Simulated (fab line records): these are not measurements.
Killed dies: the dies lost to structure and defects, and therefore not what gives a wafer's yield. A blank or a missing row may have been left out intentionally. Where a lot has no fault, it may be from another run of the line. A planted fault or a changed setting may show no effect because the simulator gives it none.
A struck lot beside a sound one + flow sky130 + 34 steps out of a route of 708
Sound: wafers L813.4, L813.5, L813.6. Struck: wafer L811.6 (left out: L811.3, L811.5 of the same lot, which were not struck); the cause appears at the end.
Per side, at each step with rows, come the tool, then ch with its chambers, and then its first start. Under that, the readings that differ: sound wafers + struck wafers + difference of the means + sigmas: that difference in standard deviations of wafers without a fault.
alike: readings with means less than 2 such deviations apart, plus words and numbers identical on both sides. not compared: withheld readings, readings lacking a value on some wafer, bounds such as >300 that could conceal the same value, and numbers that have no deviation in the record and whose values overlap.
A row with sigmas, a row that says differs or no value, or rows on one side alone: a step with any of these is where the two part. Non-overlapping numbers with no deviation appear without sigmas and do not part them. Lack of a reading on every wafer of one side parts them only where that side has two or more wafers.

first, 10 steps without rows for these wafers: SKY_VIA1_EXPOSE_09 (exposes mask VIM, target cd 150 nm); SKY_VIA1_PEB_10; SKY_VIA1_DEVELOP_11 (develop time 60 s); SKY_VIA1_ETCH_14 (etches BARC in N2/H2, stops on SiO2, time 45.9 s, target depth 60 nm); SKY_VIA1_ETCH_15 (etches SiO2 in C4F8/O2/Ar, stops on TiN, target depth 351 nm, time 54 s); SKY_VIA1_STRIP_16 (strips in O2/N2); SKY_VIA1_STRIP_17 (strips in post etch residue remover, time 1200 s); SKY_VIA1_CLEAN_18 (cleans in IPA, time 180 s); SKY_VIA1_CLEAN_19 (cleans in O3/DIW); SKY_VIA1_SPUTTER_20 (material TiN, target thk 20 nm, time 80 s).
SKY_VIA1_CVD_21: deposits W, target thk 270 nm, time 80.902 s.
  sound on cvd_w-01 ch 0,1, day 38 08:41; struck on cvd_w-02 ch 0, day 37 11:48
  alike: heater_power_w, susceptor_temp_C
then, 22 steps without rows for these wafers: SKY_VIA1_CMP_24 (polishes, stops on SiO2, t overpolish 15 s, target thk 0 nm); SKY_METAL2_SPUTTER_00 (material Ti, target thk 15 nm, time 10 s); SKY_METAL2_SPUTTER_01 (material TiN, target thk 20 nm, time 16.7 s); SKY_METAL2_SPUTTER_02 (material AlCu, target thk 250 nm, time 13.3 s); SKY_METAL2_SPUTTER_03 (material Ti, target thk 5 nm, time 3.3 s); SKY_METAL2_SPUTTER_04 (material TiN, target thk 70 nm, time 58.3 s); SKY_METAL2_DEHYDRATE_07 (time 60 s); SKY_METAL2_HMDS_08 (prime time 60 s); SKY_METAL2_COAT_09 (resist thk 60 nm); SKY_METAL2_COAT_10 (resist thk 450 nm); SKY_METAL2_SOFTBAKE_11 (time 90 s); SKY_METAL2_EXPOSE_12 (exposes mask MM2, target cd 140 nm); SKY_METAL2_PEB_13; SKY_METAL2_DEVELOP_14 (develop time 60 s); SKY_METAL2_DESCUM_17 (chemistry O2, time 8 s); SKY_METAL2_ETCH_18 (etches BARC in N2/H2, stops on SiO2, time 45.9 s, target depth 60 nm); SKY_METAL2_METAL_ETCH_19 (etches the open film in Cl2/BCl3, stops on SiO2, target depth 360 nm, time 78 s); SKY_METAL2_STRIP_20 (strips in O2/N2); SKY_METAL2_STRIP_21 (strips in post etch residue remover, time 1200 s); SKY_METAL2_CLEAN_22 (cleans in IPA, time 180 s); SKY_METAL2_CLEAN_23 (cleans in O3/DIW); SKY_VIA2_HDPCVD_00 (deposits SiO2, target thk 1180 nm, time 196.7 s).
-- the record jumps here: 11 days lie between the struck wafers' starts before and after (it left off in module VIA2 and takes up again in module PAD_OPEN, whose first step shown is number 708 of the route) --
SKY_PAD_OPEN_PROBE_99:
  sound: prober-01 at day 49 03:56; struck: prober-01 at day 48 09:34
| reading                               | sound             | struck | difference | sigmas |
|---------------------------------------|-------------------|--------|------------|--------|
| defect_limited_yield (%)              | 81.5 80.7 80.1    | 75.6   | -5.2       | -3     |
| killed_at_M0_to_M3                    | 51 45 50          | 89     | +40        | +6     |
| killed_at_contacts                    | 30 32 29          | 18     | -12        | -2     |
| killed_dies                           | 91 95 98          | 120    | +25        | +3     |
| killed_open                           | 58 53 56          | 41     | -15        | -2     |
| killed_short                          | 33 42 42          | 26     | -13        | -2     |
| sort_bin_3_pad_short (%)              | 1.2 0.8 0.4       | 4.3    | +3.5       | +8     |
| sort_bin_5_function (%)               | 10.8 12.2 11.6    | 15.2   | +3.7       | +3     |
| sort_n_pass                           | 401 397 394       | 372    | -25        | -3     |
| sort_yield_pct (%)                    | 81.5 80.7 80.1    | 75.6   | -5.2       | -3     |
| model.etest.tester.sort_n_pass        | 401 397 394       | 372    | -25        |        |
| model.etest.tester.sort_yield_pct (%) | 81.5 80.69 80.08  | 75.61  | -5.15      |        |
| model.etest.tester.sort_bin_5_pct (%) | 10.77 12.2 11.59  | 15.24  | +3.72      |        |
| model.etest.tester.sort_bin_3_pct (%) | 1.22 0.813 0.4065 | 4.268  | +3.455     |        |
  alike: killed_at_M4_up, killed_at_front_end, killed_on_rim, sort_bin_6_memory

== WHERE THEY PART ==
Only at SKY_PAD_OPEN_PROBE_99, as far as this record shows.

WHY: the cause the simulator had injected
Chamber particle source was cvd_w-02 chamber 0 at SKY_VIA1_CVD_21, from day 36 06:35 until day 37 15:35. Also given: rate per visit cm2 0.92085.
